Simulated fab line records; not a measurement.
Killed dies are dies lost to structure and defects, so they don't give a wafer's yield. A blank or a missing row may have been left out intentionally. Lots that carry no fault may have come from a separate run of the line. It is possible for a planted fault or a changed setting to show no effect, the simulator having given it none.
2 desks, one fault || flow gf180mcu || only its own numbers are on each desk; what lay behind them is given at the end

## TOOL OWNER'S DESK, litho-track-03
The tool's own readings at GF_V2_PEB_12 (peb time 90 s): means of the sampled wafers that have a number, for each lot that ran on this tool. Any lot whose mean is over 4 standard deviations away from the usual mean is out of limits and marked OUT; that distance is given in the brackets.
Columns: A = chill-plate-temp-C at GF_V2_PEB_12, usual 23.01 C; B = exhaust-pa at GF_V2_PEB_12, usual 44.8 Pa
{"lot": "L968", "first seen here": "day 20 06:00", "A": 23.11, "B": 44.4}
{"lot": "L973", "first seen here": "day 22 02:07", "A": 22.96, "B": 45.7}
{"lot": "L975", "first seen here": "day 22 19:58", "A": 22.93, "B": 44.6}
{"lot": "L976", "first seen here": "day 23 06:28", "A": 22.99, "B": 45.1}
{"lot": "L983", "first seen here": "day 25 22:16", "A": 23.18, "B": 45.0}
{"lot": "L987", "first seen here": "day 26 23:17", "A": 23.06, "B": 45.0}
{"lot": "L989", "first seen here": "day 27 10:45", "A": 23.09, "B": 44.0}
This desk found nothing out of limits on any of the 7 lots.

## AT THE METROLOGY DESK
Means of the sampled wafers that have a number, per lot and without regard to the tool the lot ran on: this is what the gauges read. Any lot whose mean is over 4 standard deviations away from the usual mean is out of limits and marked OUT; that distance is given in the brackets.
Columns: A = V2_BOW at GF_V2_BOW_MEAS_05, usual 98 um
{"lot": "L968", "first seen here": "day 19 05:56", "A": 90}
{"lot": "L969", "first seen here": "day 19 15:50", "A": 100}
{"lot": "L970", "first seen here": "day 19 20:20", "A": 100}
{"lot": "L972", "first seen here": "day 20 14:53", "A": 98}
{"lot": "L973", "first seen here": "day 21 02:38", "A": 107}
{"lot": "L975", "first seen here": "day 21 20:35", "A": 91}
{"lot": "L976", "first seen here": "day 22 07:53", "A": 97}
{"lot": "L977", "first seen here": "day 22 14:01", "A": 104}
{"lot": "L979", "first seen here": "day 23 08:43", "A": 102}
{"lot": "L980", "first seen here": "day 23 21:01", "A": 98}
{"lot": "L981", "first seen here": "day 24 10:21", "A": 97}
{"lot": "L983", "first seen here": "day 25 01:19", "A": 90}
{"lot": "L987", "first seen here": "day 26 02:50", "A": 94}
{"lot": "L989", "first seen here": "day 26 14:53", "A": 106}
This desk found nothing out of limits on any of the 14 lots.

## PUT TOGETHER
The desk of the tool owner found nothing out of limits.
From the metrology desk's view, nothing was out of limits.

## WHAT THE SIMULATOR HAD PUT IN
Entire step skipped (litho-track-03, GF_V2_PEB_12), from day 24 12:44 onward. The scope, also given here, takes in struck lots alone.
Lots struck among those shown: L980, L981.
